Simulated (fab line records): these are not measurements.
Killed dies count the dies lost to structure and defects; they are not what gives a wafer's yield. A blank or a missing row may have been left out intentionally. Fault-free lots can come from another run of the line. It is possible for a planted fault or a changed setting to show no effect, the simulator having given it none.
Chamber matching + flow sky130 + cmp-01 running SKY_VIA4_CMP_02: 4 sister chambers
The step polishes SiO2. 24 wafers are shown with their chamber, then 12 later ones without.

== WAFERS WITH THEIR CHAMBER ==
| wafer  | chamber | motor-current-A (A) |
|--------|---------|---------------------|
| L074.1 | 2       | 11.4                |
| L074.2 | 0       | 11.7                |
| L074.3 | 3       | 11.6                |
| L074.4 | 1       | 11.5                |
| L074.5 | 2       | 11.3                |
| L074.6 | 1       | 11.4                |
| L075.4 | 1       | 11.7                |
| L075.5 | 3       | 12.3                |
| L075.6 | 2       | 11.2                |
| L076.3 | 3       | 11.1                |
| L076.5 | 3       | 12.7                |
| L076.6 | 2       | 11.8                |
| L079.3 | 2       | 11.5                |
| L079.4 | 1       | 12.0                |
| L079.6 | 2       | 11.6                |
| L080.1 | 0       | 11.6                |
| L080.3 | 1       | 12.5                |
| L080.6 | 2       | 11.8                |
| L086.3 | 1       | 11.8                |
| L086.4 | 3       | 11.7                |
| L086.6 | 1       | 11.6                |
| L088.2 | 2       | 11.7                |
| L088.4 | 1       | 11.9                |
| L088.6 | 0       | 11.5                |

SIGNATURES, as means of the wafers listed above
| reading         | chamber 0 | chamber 1 | chamber 2 | chamber 3 | scatter within a chamber |
|-----------------|-----------|-----------|-----------|-----------|--------------------------|
| motor-current-A | 11.600    | 11.800    | 11.537    | 11.880    | 0.373                    |
Rule: for each reading, subtract the chamber's mean from the wafer's reading, divide by that reading's scatter and square the result; add these up over the readings and take the root, which gives the wafer's distance from the chamber. The wafer belongs to the nearest chamber; if the next one is less than 2 further off, it can't be placed. The scatter: the root of (the sum of the squares of (reading less its chamber's mean) over the shown wafers, divided by (wafers less chambers)).

== WAFERS WHOSE CHAMBER IS MISSING ==
| wafer  | motor-current-A (A) |
|--------|---------------------|
| L091.1 | 11.3                |
| L091.3 | 12.0                |
| L091.6 | 11.5                |
| L092.1 | 11.9                |
| L092.3 | 11.1                |
| L092.5 | 11.7                |
| L095.2 | 11.6                |
| L095.5 | 12.2                |
| L095.6 | 11.4                |
| L097.2 | 11.7                |
| L097.4 | 11.5                |
| L097.5 | 11.9                |

== WHICH CHAMBER EACH ONE RAN IN ==
| wafer  | from the rows above               | in truth |
|--------|-----------------------------------|----------|
| L091.1 | can't be placed: 2 or 0 or 1 or 3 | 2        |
| L091.3 | can't be placed: 3 or 1 or 0 or 2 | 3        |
| L091.6 | can't be placed: 2 or 0 or 1 or 3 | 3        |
| L092.1 | can't be placed: 3 or 1 or 0 or 2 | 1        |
| L092.3 | can't be placed: 2 or 0 or 1 or 3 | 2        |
| L092.5 | can't be placed: 0 or 1 or 2 or 3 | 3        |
| L095.2 | can't be placed: 0 or 2 or 1 or 3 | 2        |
| L095.5 | can't be placed: 3 or 1 or 0 or 2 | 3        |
| L095.6 | can't be placed: 2 or 0 or 1 or 3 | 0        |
| L097.2 | can't be placed: 0 or 1 or 2 or 3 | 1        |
| L097.4 | can't be placed: 2 or 0 or 1 or 3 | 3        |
| L097.5 | can't be placed: 3 or 1 or 0 or 2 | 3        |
0 of 12 placed correctly. Can't be placed from these rows: 12 (the true chamber is among the candidates in 12). 0 placed wrongly.
